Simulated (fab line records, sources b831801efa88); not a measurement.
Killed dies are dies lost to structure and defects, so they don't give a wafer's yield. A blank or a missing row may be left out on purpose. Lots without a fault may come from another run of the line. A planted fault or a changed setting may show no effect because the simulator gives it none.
Which tool did it? | flow sky130 | 12 lots, 36 wafers sampled, at 5 steps of a route of 708

WHAT THE GAUGES READ, wafer by wafer
SKY_SONOS_ONO_THK_MEAS_03. Usual: SONOS_ONO_CVD_02_THK 10.53 nm, standard deviation 0.13.
lot  | measured     | on            | SONOS_ONO_CVD_02_THK (nm) | flag
L453 | day 11 07:32 | film_metro-02 | 10.63 10.63 10.77         |
L454 | day 11 23:24 | film_metro-02 | 10.68 10.71 10.71         |
L460 | day 14 03:43 | film_metro-01 | 11.71 11.49 11.08         | OFF
L461 | day 14 08:31 | film_metro-01 | 11.57 11.21 11.08         | OFF
L462 | day 14 11:17 | film_metro-02 | 11.70 10.89 10.82         | OFF
L469 | day 17 03:40 | film_metro-02 | 10.72 10.64 10.52         |
L470 | day 17 03:40 | film_metro-03 | 10.67 10.66 10.64         |
L471 | day 17 12:18 | film_metro-02 | 10.62 10.69 10.56         |
L472 | day 17 18:10 | film_metro-01 | 10.57 10.61 10.60         |
L473 | day 18 02:22 | film_metro-01 | 10.55 10.47 10.46         |
L475 | day 19 04:28 | film_metro-03 | 10.48 10.40 10.31         |
L476 | day 19 13:17 | film_metro-01 | 10.46 10.42 10.50         |

SKY_POLY_GATE_THK_MEAS_21. Usual: POLY_GATE_OXIDATION_THK 4.03 nm, standard deviation 0.068.
lot  | measured     | on            | POLY_GATE_OXIDATION_THK (nm) | flag
L453 | day 16 07:20 | film_metro-04 | 4.07 4.01 3.98               |
L454 | day 16 21:08 | film_metro-04 | 3.89 3.97 4.01               |
L460 | day 19 06:17 | film_metro-03 | 4.07 4.10 4.05               |
L461 | day 19 13:38 | film_metro-04 | 3.95 4.01 3.96               |
L462 | day 19 16:13 | film_metro-01 | 3.95 3.99 3.99               |
L469 | day 22 13:28 | film_metro-04 | 3.82 3.94 3.92               |
L470 | day 22 14:13 | film_metro-01 | 4.04 4.07 4.09               |
L471 | day 23 02:23 | film_metro-01 | 4.11 4.03 4.08               |
L472 | day 23 07:17 | film_metro-01 | 3.98 3.95 3.98               |
L473 | day 23 16:32 | film_metro-04 | 4.08 4.06 4.10               |
L475 | day 24 18:07 | film_metro-04 | 4.04 4.06 4.15               |
L476 | day 25 04:09 | film_metro-04 | 4.01 4.12 4.05               |

SKY_LDD_P_CD_MEAS_07: target cd 380 nm. Usual: cd_nm 379.5 nm, standard deviation 2.6.
lot  | measured     | on        | cd_nm (nm)        | flag
L453 | day 18 18:55 | cd_sem-01 | 374.7 377.7 378.0 |
L454 | day 19 09:24 | cd_sem-01 | 374.3 376.3 375.7 |
L460 | day 21 20:07 | cd_sem-02 | 376.9 376.5 378.6 |
L461 | day 22 03:19 | cd_sem-02 | 381.9 380.8 382.4 |
L462 | day 22 05:53 | cd_sem-02 | 376.6 375.6 376.4 |
L469 | day 25 02:38 | cd_sem-01 | 381.5 382.4 382.7 |
L470 | day 25 04:13 | cd_sem-02 | 376.9 377.4 379.1 |
L471 | day 25 16:13 | cd_sem-02 | 377.4 381.1 377.8 |
L472 | day 25 20:17 | cd_sem-01 | 377.1 377.2 376.5 |
L473 | day 26 05:36 | cd_sem-01 | 377.9 376.9 379.0 |
L475 | day 27 06:50 | cd_sem-02 | 375.6 375.6 378.3 |
L476 | day 27 15:35 | cd_sem-01 | 382.2 380.4 380.2 |

WHICH TOOL RAN EACH LOT (tool, then ch and the chambers of the sampled wafers, then the start)
lot  | SKY_NWELL_RTA_28                 | SKY_SONOS_ONO_CVD_02
L453 | rtp_anneal-01 ch 0, day 5 04:49  | lpcvd-02 ch 0, day 11 06:29
L454 | rtp_anneal-02 ch 0, day 5 12:41  | lpcvd-02 ch 0, day 11 22:20
L460 | rtp_anneal-01 ch 0, day 7 05:38  | lpcvd-02 ch 1, day 14 02:40
L461 | rtp_anneal-02 ch 0, day 7 10:28  | lpcvd-02 ch 1, day 14 07:28
L462 | rtp_anneal-01 ch 0, day 7 13:52  | lpcvd-02 ch 1, day 14 10:14
L469 | rtp_anneal-02 ch 0, day 9 13:14  | lpcvd-02 ch 0, day 17 02:37
L470 | rtp_anneal-01 ch 0, day 9 13:35  | lpcvd-02 ch 1, day 17 02:37
L471 | rtp_anneal-02 ch 0, day 9 19:52  | lpcvd-02 ch 1, day 17 11:15
L472 | rtp_anneal-01 ch 0, day 10 01:33 | lpcvd-02 ch 0, day 17 17:07
L473 | rtp_anneal-02 ch 0, day 10 08:16 | lpcvd-02 ch 0, day 18 01:17
L475 | rtp_anneal-01 ch 0, day 11 04:17 | lpcvd-02 ch 0, day 19 03:25
L476 | rtp_anneal-01 ch 0, day 11 12:42 | lpcvd-02 ch 0, day 19 12:14
- SKY_NWELL_RTA_28: time 30 s.
- SKY_SONOS_ONO_CVD_02: deposits Si3N4 from DCS/NH3, target thk 10.5 nm, time 180 s.

WHAT THE TOOLS THEMSELVES READ (means of the sampled wafers that have a number; where no wafer has one, the mark that the record gives instead)
SKY_NWELL_RTA_28. Usual: lamp_power_pct 25.30 %, standard deviation 0.056; wafer_temp_C_max 1055.0, standard deviation 0.99.
lot  | tool          | lamp_power_pct (%) | wafer_temp_C_max | flag
L453 | rtp_anneal-01 | 25.30              | 1055.6           |
L454 | rtp_anneal-02 | 25.27              | 1054.8           |
L460 | rtp_anneal-01 | 25.31              | 1054.9           |
L461 | rtp_anneal-02 | 25.26              | 1055.1           |
L462 | rtp_anneal-01 | 25.31              | 1055.7           |
L469 | rtp_anneal-02 | 25.36              | 1054.5           |
L470 | rtp_anneal-01 | 25.32              | 1054.8           |
L471 | rtp_anneal-02 | 25.26              | 1055.2           |
L472 | rtp_anneal-01 | 25.35              | 1054.5           |
L473 | rtp_anneal-02 | 25.27              | 1054.2           |
L475 | rtp_anneal-01 | 25.31              | 1055.2           |
L476 | rtp_anneal-01 | 25.29              | 1055.5           |

SKY_SONOS_ONO_CVD_02. Usual: pressure_mtorr 250.0 mTorr, standard deviation 0.4; spike_tc_centre_C 771.1 C, standard deviation 1.1; zone_power_centre_pct 15.5 %, standard deviation 0.57; zone_power_lower_pct 10.91 %, standard deviation 0.22; zone_power_upper_pct 12.21 %, standard deviation 0.12.
lot  | tool     | pressure_mtorr (mTorr) | spike_tc_centre_C (C) | zone_power_centre_pct (%) | zone_power_lower_pct (%) | zone_power_upper_pct (%) | flag
L453 | lpcvd-02 | 250.1                  | 772.6                 | 16.0                      | 10.69                    | 12.17                    |
L454 | lpcvd-02 | 249.9                  | 772.2                 | 15.8                      | 10.76                    | 12.16                    |
L460 | lpcvd-02 | 250.2                  | 787.0                 | 19.8                      | 9.17                     | 10.07                    | OFF
L461 | lpcvd-02 | 250.2                  | 786.9                 | 20.0                      | 9.11                     | 10.08                    | OFF
L462 | lpcvd-02 | 249.9                  | 787.5                 | 20.0                      | 9.18                     | 10.01                    | OFF
L469 | lpcvd-02 | 249.9                  | 771.4                 | 16.1                      | 10.67                    | 12.11                    |
L470 | lpcvd-02 | 249.7                  | 771.3                 | 15.0                      | 11.19                    | 12.13                    |
L471 | lpcvd-02 | 250.1                  | 770.6                 | 15.1                      | 11.11                    | 12.31                    |
L472 | lpcvd-02 | 249.8                  | 771.2                 | 15.9                      | 10.65                    | 12.20                    |
L473 | lpcvd-02 | 249.7                  | 771.5                 | 16.1                      | 10.73                    | 12.21                    |
L475 | lpcvd-02 | 249.8                  | 772.1                 | 16.0                      | 10.73                    | 12.19                    |
L476 | lpcvd-02 | 250.5                  | 771.4                 | 16.0                      | 10.69                    | 12.13                    |

THE ANSWER, worked out from the rows above alone
Rule: a lot is off if the mean of its wafers that have a number lies more than 3 standard deviations from the usual mean. A lot without any number at a reading at which 4 lots or more have one is off too. The other lots that the step has rows for count as sound. The gauges are gone through in route order, then the tools' own readings, and for those a lot's mean is taken as printed above. The first step at which some lot is off is used, and at that step the reading that is off furthest; a lot without a number counts as furthest.
Off: L460, L461, L462, at SKY_SONOS_ONO_THK_MEAS_03 (SONOS_ONO_CVD_02_THK).
A tool fits if, at a process step before that reading, it ran every lot that is off, and no sound lot after the first of them. The gauges at SKY_SONOS_ONO_THK_MEAS_03 aren't tried: what is off there is off at SKY_SONOS_ONO_CVD_02 too, on other tools, and a gauge's error can't cause that. None of those tried fits.

WHAT THE SIMULATOR HAD PUT IN
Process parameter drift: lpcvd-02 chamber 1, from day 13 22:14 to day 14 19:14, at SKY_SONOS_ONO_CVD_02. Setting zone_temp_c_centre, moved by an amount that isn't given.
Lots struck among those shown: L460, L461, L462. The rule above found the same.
